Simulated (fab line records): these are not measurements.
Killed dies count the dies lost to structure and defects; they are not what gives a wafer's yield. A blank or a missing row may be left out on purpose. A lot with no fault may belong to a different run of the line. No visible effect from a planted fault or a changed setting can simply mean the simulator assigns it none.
Problem report, 8D (eight disciplines) form, completed by code + flow gf180mcu + the parts of the form that need people (team, actions taken, sign-off) are left out

## 1. PROBLEM STATEMENT
Wafers without a fault read 1500.0, standard deviation 0.43; beam energy keV at GF_DNWELL_IMPLANT_07 reads a mean of 1688.1 on 6 wafers belonging to 2 lots. That is +99 or more standard deviations from the usual mean.
First seen on wafer L949.2, day 6 00:32, on implanter-03. The record holds 42 wafers of 14 lots with a number at this step. Rule for "out", or "out of limits": more than 4 standard deviations from the usual mean. All remaining wafers that have a number are taken as sound.

## 2. WHAT IT IS, AND WHAT IT ISN'T
| question                    | is                     | is not                                                                                 |
|-----------------------------|------------------------|----------------------------------------------------------------------------------------|
| which readings at this step | beam energy keV        | tilt deg                                                                               |
| which lots                  | L949, L950             | L935, L936, L937, L938, L939, L940, L943, L944, L953, L954, L956, L957                 |
| which wafers of those lots  | all that have a number | -                                                                                      |
| read on which tools         | implanter-03           | implanter-01, implanter-02                                                             |
| when                        | from day 6 00:32       | up to then (24 sound wafers); but 12 sound wafers of L953, L954, L956, L957 came after |

## 3. SUSPECTS, AND WHAT RULES EACH OUT
Counting: any tool at a process step up to the reading is kept as a suspect provided that every lot that is out went through it and no sound lot did after the first of them.
- implanter-03 at GF_DNWELL_IMPLANT_07: kept. Every lot that is out went through it, starting with L949 (day 6 00:32), and after that it ran no sound lot; the last sound lot it ran before then is L944 (day 4 23:52). On those wafers its own readings are out: beam energy keV.
The count leaves implanter-03 at GF_DNWELL_IMPLANT_07.

## 4. THE CAUSE (what the simulator had put in)
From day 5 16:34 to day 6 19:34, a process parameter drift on implanter-03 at GF_DNWELL_IMPLANT_07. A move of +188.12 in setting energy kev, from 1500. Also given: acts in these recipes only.
This tool alone remained once counting was done.

## 5. SEQUENCE OF EFFECTS, ordered by route
Each row: a reading whose mean over the struck wafers that have a number lies more than 3 standard deviations from the usual. Readings are gone through only where the record gives a usual standard deviation; hours: the median, over the lots, of the time from a lot's start at the first step in this table giving one to that lot's start at this step; sigmas: the change measured in usual standard deviations.
| hours | step                 | reading         | usual  | on struck wafers | change | sigmas      |
|-------|----------------------|-----------------|--------|------------------|--------|-------------|
| 0     | GF_DNWELL_IMPLANT_07 | beam energy keV | 1500.0 | 1688.1           | +188.1 | +99 or more |
Process steps it contains:
- GF_DNWELL_IMPLANT_07
Later steps that measure or inspect, where all struck wafers having a row at the step show a number for every such reading and not one has moved that far: GF_DNWELL_TW_MEAS_09.

## 6. WHAT WOULD HAVE CAUGHT IT SOONER
First out-of-limits reading in this record: day 6 00:32, which is 8 hours after fault onset at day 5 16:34.
